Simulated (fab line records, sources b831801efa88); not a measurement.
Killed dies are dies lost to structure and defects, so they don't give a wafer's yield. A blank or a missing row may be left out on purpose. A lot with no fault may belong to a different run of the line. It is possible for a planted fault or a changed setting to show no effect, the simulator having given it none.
fab line records	flow sky130
record lots=5	wafers=15	lastDay=50
route steps=708 shown LDD_LDN@292 SPACER@304 POLY_CUT@307 SD_P@320 RES_XHIGH@332 SALICIDE@361 PAD_OPEN@708
lots that met no fault: taken from a fault-free run of the same line
startH: the number of hours between the record's first day and the start of the first shown wafer of the lot	waitH: hours since the lot's step before	" as in the row above	L1.1+2: several wafers, shown together as one row	- no value, or no start was given	* or withheld: withheld	< > ~ a bound
route shown NAME@n: a module of which the file shows steps, and the number in the route of the first	usual: mean/standard deviation taken from wafers without a fault	same: alike in all rows	chamber/n: place in a boat	sites: the reading at each site	_std_site: standard deviation across them	_edge_site: the outer-site mean with the inner-site mean subtracted	radiusMm: how far each site lies from the wafer's centre	mask NAME#n: copy n	behind: the last tool/chamber to shape the wafer	hold: cause of the lot's hold/its duration in hours/its outcome	device: whichever transistor did not switch (one of n, p or np)	end of line: the same wafers' tests at the end of the route	where a step has no rows: the recipe by itself	killed: dies lost to structure and defects at the first sort, not the wafer's yield	map: the dies of a wafer, with x for killed, . for not killed, _ for no die there
set.NAME: setting as actually run; set.NAME@STEP: the setting as run at that earlier step	model.NAME: the simulator's own value behind a step, which no gauge read
certain route steps with their lots: each step a table, each wafer a row
services: a tool's chamber out of use, with start hour (startH, from the record's first day; less than 0 if before it), hours out, and reason
## steps
# step SKY_LDD_LDN_SOFTBAKE_03
# recipe tempC=90	timeS=60	resist=NOVOLAK
# step SKY_LDD_LDN_EXPOSE_04
# recipe maskId=LDNTM	na=0.6	sourceShape=conventional	sigmaOuter=0.6	polarization=unpolarized	targetCdNm=700	doseMj=140
# step SKY_LDD_LDN_PEB_05
# recipe tempC=withheld	timeS=*	resist=NOVOLAK
# step SKY_LDD_LDN_DEVELOP_06
# recipe resist=NOVOLAK	developer=TMAH	developTimeS=60	devTempC=23
# step SKY_LDD_LDN_IMPLANT_08
# recipe species=As	energyKev=15	doseCm2=1.25e+13	tiltDeg=withheld	rotationDeg=23
# step SKY_LDD_LDN_IMPLANT_09
# recipe species=As	energyKev=15	doseCm2=1.25e+13	tiltDeg=withheld	rotationDeg=113
# step SKY_LDD_LDN_IMPLANT_10
# recipe species=As	energyKev=15	doseCm2=1.25e+13	tiltDeg=withheld	rotationDeg=203
# step SKY_LDD_LDN_IMPLANT_11
# recipe species=As	energyKev=15	doseCm2=1.25e+13	tiltDeg=withheld	rotationDeg=293
# step SKY_LDD_LDN_STRIP_12
# recipe chemistry=O2/N2	powerW=1400	pressureMtorr=1500	platenTempC=withheld	o2FlowSccm=3000	n2FlowSccm=300	overashFraction=0.5
# step SKY_LDD_LDN_CLEAN_14
# recipe chemistry=SC1/SC2	mix=1:4:20	tempC=70	timeS=150	dry=n2Spin
# step SKY_SPACER_CVD_00
# recipe material=Si3N4	precursor=DCS/NH3	targetThkNm=43.1	tempC=770	timeS=740	pressureMtorr=250
# usual spikeTcBottomC=786.9/2	spikeTcCentreC=769.1/1	spikeTcLowerC=770.5/1.1	spikeTcTopC=784.8/1.2	spikeTcUpperC=770.0/1.1	susceptorTempC=770.1/0.32
# same timeS=740
lot.wafer	tool	chamber	startH	waitH	spikeTcBottomC	spikeTcCentreC	spikeTcLowerC	spikeTcTopC	spikeTcUpperC	susceptorTempC	model.Si3N4_of_SPACER_CVD_00.thkNm
L281.2	lpcvd-02	1	606.33	0.5	795.2	779.9	781.5	795.5	779.0	780.8	52.49
L281.3	"	1	"	"	795.3	781.2	780.1	794.5	780.6	780.5	52.26
L281.5	"	1	"	"	794.8	779.8	782.2	796.5	782.0	780.6	52.53
L284.2	lpcvd-02	0	633.73	0.7	799.2	780.0	782.5	795.7	779.6	780.8	52.02
L284.3	"	0	"	"	801.5	780.1	781.2	795.7	780.4	781.0	52.01
L284.4	"	0	"	"	798.7	781.7	782.3	796.3	780.0	781.0	51.95
L283.3	lpcvd-02	0	637.98	0.0	799.8	781.2	781.4	796.3	781.8	780.4	52.25
L283.4	"	0	"	"	798.3	781.2	780.6	794.7	779.7	780.6	52.1
L283.5	"	0	"	"	799.0	779.9	781.5	796.8	778.3	780.9	52.47
L295.1	lpcvd-02	1	707.35	0.5	786.3	770.1	773.3	786.1	769.2	769.7	43.16
L295.2	"	1	"	"	785.0	770.1	770.0	784.5	769.8	769.7	43.47
L295.4	"	1	"	"	785.2	768.7	769.7	782.8	769.6	769.6	43.38
L296.1	lpcvd-02	1	713.97	0.0	786.2	769.2	771.0	783.8	769.8	769.9	43.15
L296.3	"	1	"	"	784.1	770.3	770.0	784.5	769.9	769.8	42.69
L296.5	"	1	"	"	784.9	769.4	769.9	783.4	770.8	769.8	42.77
# step SKY_SPACER_THK_MEAS_01
# recipe reads=Si3N4_of_SPACER_CVD_00
# usual SPACER_CVD_00_THK=42.8/0.47
lot.wafer	tool	chamber	startH	waitH	SPACER_CVD_00_THK[nm]
L281.2	filmMetro-02	-	607.54	0.0	52.5
L281.3	"	-	"	"	52.3
L281.5	"	-	"	"	52.5
L284.2	filmMetro-04	-	635.55	0.0	52.0
L284.3	"	-	"	"	52.0
L284.4	"	-	"	"	52.0
L283.3	filmMetro-04	-	639.20	0.0	52.2
L283.4	"	-	"	"	52.1
L283.5	"	-	"	"	52.5
L295.1	filmMetro-02	-	709.21	0.0	43.2
L295.2	"	-	"	"	43.4
L295.4	"	-	"	"	43.4
L296.1	filmMetro-02	-	715.18	0.0	43.2
L296.3	"	-	"	"	42.7
L296.5	"	-	"	"	42.7
# step SKY_SPACER_ETCHBACK_02
# recipe chemistry=CH3F/O2	target=Si3N4	stopOn=SiO2	sourceW=400	biasW=80	pressureMtorr=25	ch3fFlowSccm=40	O2_flow_sccm=30	timeS=46.7	targetDepthA=450
# usual drypumpMotorCurrentA=5.74/0.26	oesProductAu=0.851/0.0066	throttleValvePct=10.562/0.0095
# same timeS=46.7
lot.wafer	tool	chamber	startH	waitH	drypumpMotorCurrentA	oesProductAu	rfHoursCounterH	throttleValvePct	model.etch.depthNm
L281.2	rieDiel-03	3	607.59	0.0	5.76	0.950	14	10.578	52.49
L281.3	"	0	"	"	5.68	0.952	19	10.572	52.26
L281.5	"	2	"	"	5.39	0.961	-	10.571	52.53
L284.2	rieDiel-03	1	635.60	0.0	5.61	0.955	15	10.579	52.02
L284.3	"	2	"	"	5.39	0.960	8	10.576	52.01
L284.4	"	3	"	"	5.75	0.957	14	10.592	51.95
L283.3	rieDiel-03	2	639.24	0.0	5.40	0.956	8	10.586	52.25
L283.4	"	1	"	"	5.60	0.952	16	10.567	52.1
L283.5	"	2	"	"	5.39	0.965	-	10.555	52.47
L295.1	rieDiel-01	3	709.27	0.1	5.92	0.851	37	10.556	43.16
L295.2	"	2	"	"	5.71	0.857	25	10.543	43.47
L295.4	"	1	"	"	5.61	0.861	10	10.531	43.38
L296.1	rieDiel-01	3	715.24	0.1	5.93	0.855	37	10.555	43.15
L296.3	"	1	"	"	5.61	0.847	10	10.573	42.69
L296.5	"	0	"	"	6.21	0.850	-	10.554	42.77
# step SKY_POLY_CUT_DEHYDRATE_00
# recipe tempC=200	timeS=60
# step SKY_POLY_CUT_HMDS_01
# recipe primeTimeS=60	primeTempC=120
# step SKY_POLY_CUT_COAT_02
# recipe resist=BARC	tempC=withheld	timeS=withheld	spinRpm=3000	resistThkNm=60
# step SKY_POLY_CUT_COAT_03
# recipe resist=KrF-thick	spinRpm=3000	resistThkNm=450
# step SKY_POLY_CUT_SOFTBAKE_04
# recipe tempC=100	timeS=90	resist=KrF-thick
# step SKY_POLY_CUT_EXPOSE_05
# recipe maskId=NPCM	na=0.8	sourceShape=annular	sigmaInner=0.55	sigmaOuter=0.85	targetCdNm=270	doseMj=32
# step SKY_POLY_CUT_PEB_06
# recipe pebTempC=withheld	pebTimeS=withheld	resist=KrF-thick
# step SKY_POLY_CUT_DEVELOP_07
# recipe developTimeS=60	resist=KrF-thick	devTempC=21
# step SKY_POLY_CUT_ETCH_10
# recipe chemistry=N2/H2	target=BARC	ionEnergyEv=200	sourceW=500	biasW=100	pressureMtorr=30	n2FlowSccm=100	h2FlowSccm=200	stopOn=SiO2	timeS=45.9	targetDepthA=600
# step SKY_POLY_CUT_ETCH_11
# recipe target=Si3N4	chemistry=CF4/CH2F2/Ar	stopOn=poly-Si	sourceW=600	biasW=150	pressureMtorr=40	cf4FlowSccm=40	ch2f2FlowSccm=20	Ar_flow_sccm=150	timeS=42.5	targetDepthA=600
# step SKY_POLY_CUT_STRIP_12
# recipe chemistry=O2/N2	powerW=1400	pressureMtorr=1500	platenTempC=withheld	o2FlowSccm=3000	n2FlowSccm=300	overashFraction=0.5
# step SKY_SD_P_DEHYDRATE_00
# recipe tempC=200	timeS=60
# step SKY_SD_P_HMDS_01
# recipe primeTimeS=60	primeTempC=120
# step SKY_SD_P_COAT_02
# recipe resist=NOVOLAK	spinRpm=3000	resistThkNm=1140
# step SKY_SD_P_SOFTBAKE_03
# recipe tempC=90	timeS=60	resist=NOVOLAK
# step SKY_SD_P_EXPOSE_04
# recipe maskId=PSDM	na=0.6	sourceShape=conventional	sigmaOuter=0.6	polarization=unpolarized	targetCdNm=380	doseMj=138
# step SKY_SD_P_PEB_05
# recipe tempC=withheld	timeS=*	resist=NOVOLAK
# step SKY_SD_P_DEVELOP_06
# recipe resist=NOVOLAK	developer=TMAH	developTimeS=60	devTempC=23
# step SKY_SD_P_IMPLANT_09
# recipe species=BF2	energyKev=20	doseCm2=2.931e+15	tiltDeg=0
# step SKY_SD_P_STRIP_10
# recipe chemistry=O2/N2	powerW=1400	pressureMtorr=1500	platenTempC=withheld	o2FlowSccm=3000	n2FlowSccm=300	overashFraction=0.5
# step SKY_RES_XHIGH_DEHYDRATE_00
# recipe tempC=200	timeS=60
# step SKY_RES_XHIGH_HMDS_01
# recipe primeTimeS=60	primeTempC=120
# step SKY_SALICIDE_CLEAN_00
# recipe chemistry=HF-last	timeS=30	dilution=100:1	dry=ipaMarangoni
# same timeS=30
lot.wafer	tool	chamber	startH	waitH	model.Si3N4_of_SPACER_CVD_00.thkNm
L281.2	wetBench-03	0	721.18	0.1	51.52
L281.3	"	0	"	"	51.29
L281.5	"	0	"	"	51.55
L284.2	wetBench-02	3	748.38	0.1	51.05
L284.3	"	3	"	"	51.03
L284.4	"	3	"	"	50.97
L283.3	wetBench-01	0	750.87	0.1	51.28
L283.4	"	0	"	"	51.13
L283.5	"	0	"	"	51.5
L295.1	wetBench-01	0	819.03	0.1	42.16
L295.2	"	0	"	"	42.46
L295.4	"	0	"	"	42.37
L296.1	wetBench-03	0	821.76	0.1	42.18
L296.3	"	0	"	"	41.72
L296.5	"	0	"	"	41.81
# step SKY_PAD_OPEN_PROBE_99
lot.wafer	tool	chamber	startH	waitH	model.etest.pfet_01v8.rOnOhmUm	model.etest.nfetG5v0d10v5.rOnOhmUm	model.etest.sonosUncharged.rOnOhmUm	model.etest.pfet_01v8.driveUaUm	model.etest.pfet_01v8_hvt.driveUaUm	model.etest.sramPfetLatch.driveUaUm	model.etest.pfet_01v8_mvt.driveUaUm	model.etest.pfet_01v8_lvt.driveUaUm
L281.2	prober-01	-	1131.98	0.1	3266	1939	858.5	171.8	124.5	122.5	141.7	167
L281.3	prober-01	-	1132.03	0.2	3194	1914	834.4	176.9	128.6	129.2	145	167.4
L281.5	prober-01	-	1132.13	0.2	3195	1903	852.4	175.7	128.5	131.5	144.9	167.9
L284.2	prober-02	-	1151.66	0.1	3191	1920	856	173.7	129	122.1	142.4	171.9
L284.3	prober-02	-	1151.71	0.2	3133	1911	836.1	181	133	132.7	144.8	174.6
L284.4	prober-02	-	1151.76	0.2	3133	1896	840.1	177.2	131.5	135.6	144.8	172.3
L283.3	prober-01	-	1153.00	0.2	3305	1930	850	167.1	123.1	120	135.7	164.9
L283.4	prober-01	-	1153.05	0.2	3320	1904	855.2	165.7	121.2	121.1	136.8	166.2
L283.5	prober-01	-	1153.10	0.2	3240	1914	852	168.9	125.7	120.5	137.5	166.8
L295.1	prober-02	-	1193.10	0.1	2761	1852	801.5	206.1	154.2	149.7	160.8	175.4
L295.2	prober-02	-	1193.15	0.1	2775	1856	803.4	206.5	155.1	152.9	161.4	177.1
L295.4	prober-02	-	1193.25	0.2	2810	1896	802.6	201.1	151.7	145.8	156.8	172.8
L296.1	prober-02	-	1195.91	0.1	2840	1890	802.2	196.8	146	146.7	154.6	178.5
L296.3	prober-02	-	1196.01	0.2	2955	1927	812.6	190.1	142.8	140	150.7	174.1
L296.5	prober-02	-	1196.11	0.2	2833	1879	807.6	197.2	148.1	147.4	154.3	177.9
# killed by level:class
L295.1 LI_CONTACT:geometricParticle:open=10 CONTACT:geometricParticle:open=8 LI_CONTACT:geometricParticle:short=7 VIA1:geometricParticle:open=7 FIELD_ISO:geometricParticle:short=6 METAL2:geometricParticle:short=6 FIELD_ISO:geometricParticle:open=5 VIA1:geometricParticle:short=5
L295.2 VIA1:geometricParticle:open=9 METAL2:geometricParticle:short=8 LI_CONTACT:geometricParticle:open=7 FIELD_ISO:geometricParticle:short=5 VIA2:geometricParticle:short=5 LOCAL_INTERCONNECT:geometricParticle:short=4 CONTACT:geometricParticle:short=4 CONTACT:geometricParticle:open=4
L295.4 METAL1:geometricParticle:short=9 VIA3:geometricParticle:open=9 LI_CONTACT:geometricParticle:open=7 VIA1:geometricParticle:open=7 CONTACT:geometricParticle:short=6 CONTACT:geometricParticle:open=5 VIA1:geometricParticle:short=5 LOCAL_INTERCONNECT:geometricParticle:short=4
L296.1 LI_CONTACT:geometricParticle:open=12 CONTACT:geometricParticle:open=9 VIA1:geometricParticle:open=9 FIELD_ISO:geometricParticle:open=7 VIA3:geometricParticle:open=7 VIA1:geometricParticle:short=6 FIELD_ISO:geometricParticle:short=5 LOCAL_INTERCONNECT:geometricParticle:short=4
L296.3 VIA2:geometricParticle:open=10 FIELD_ISO:geometricParticle:short=8 VIA1:geometricParticle:open=8 FIELD_ISO:geometricParticle:open=7 CONTACT:geometricParticle:short=6 CONTACT:geometricParticle:open=6 VIA3:geometricParticle:open=6 LI_CONTACT:geometricParticle:open=5
L296.5 LI_CONTACT:geometricParticle:open=11 VIA3:geometricParticle:open=9 METAL2:geometricParticle:short=9 FIELD_ISO:geometricParticle:short=7 FIELD_ISO:geometricParticle:open=6 VIA1:geometricParticle:open=6 LOCAL_INTERCONNECT:geometricParticle:short=5 METAL4:geometricParticle:short=5
## services
tool	chamber	startH	hours	kind
rieDiel-03	1	583.44	10.1	repair
rieDiel-03	3	588.05	16.3	repair
rieDiel-03	0	591.32	7.5	repair
rieDiel-01	0	599.41	6.5	repair
lpcvd-02	-	616.72	14.6	pm
rieDiel-03	0	642.48	4.2	repair
rieDiel-03	3	645.35	2.8	repair
wetBench-03	-	651.22	1.9	pm
rieDiel-03	3	654.98	14.0	repair
lpcvd-02	-	691.73	2.8	pm
lpcvd-02	-	704.61	0.2	repair
wetBench-02	-	710.32	1.3	repair
lpcvd-02	-	723.15	6.1	pm
rieDiel-01	-	725.21	15.6	pm
rieDiel-03	3	764.95	37.4	repair
rieDiel-03	1	769.41	5.6	repair
rieDiel-01	3	786.63	-	clean
rieDiel-01	3	786.63	16.1	scheduledDown
rieDiel-01	3	786.63	16.1	ventCycle
rieDiel-03	0	790.03	4.2	repair
rieDiel-01	0	818.67	2.6	repair
rieDiel-03	0	819.31	15.5	repair
wetBench-01	-	821.66	1.5	repair
## key
firstSign step=SKY_SPACER_CVD_00	reading=susceptorTempC	direction=up	sigmas=33	usual=*	struck=*
effect step=SKY_SPACER_CVD_00	reading=spikeTcCentreC	direction=up	sigmas=11	usual=769.1	struck=780.6
effect step=SKY_SPACER_THK_MEAS_01	reading=SPACER_CVD_00_THK	direction=up	sigmas=20	usual=42.8	struck=52.2
effect step=SKY_SPACER_ETCHBACK_02	reading=oesProductAu	direction=up	sigmas=16	usual=0.851	struck=0.956
modelEffect step=SKY_SPACER_CVD_00	value=Si3N4_of_SPACER_CVD_00.thkNm	without=42.55	struck=52.23
modelEffect step=SKY_SPACER_ETCHBACK_02	value=etch.depthNm	without=42.55	struck=52.23
modelEffect step=SKY_SALICIDE_CLEAN_00	value=Si3N4_of_SPACER_CVD_00.thkNm	without=41.57	struck=51.26
modelEffect step=SKY_PAD_OPEN_PROBE_99	value=etest.pfet_01v8.rOnOhmUm	without=2920	struck=3220
metAt SKY_SPACER_CVD_00
struckWafers L281.2,L281.3,L281.5,L283.3,L283.4,L283.5,L284.2,L284.3,L284.4
sortLeftOut L281.2,L281.3,L281.5,L283.3,L283.4,L283.5,L284.2,L284.3,L284.4
testerLeftOut L281,L283,L284
fault kind=processParameterDrift	tool=lpcvd-02	chamber=-	onsetH=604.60	steps=SKY_SPACER_CVD_00	channel=tempC	offset=*	shape=step	endH=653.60	actsIn=*	stated=*
# testerLeftOut: of these lots the tester's yield and bins aren't shown, on N5 and GAA mostly nor the transistor test; their killed dies are dies lost to structure and defects alone, not to doping, threshold or leakage, so they don't give the yield
# sortLeftOut: the simulated sort isn't trusted on such a fault, so these wafers' sort isn't shown, and their yield isn't known
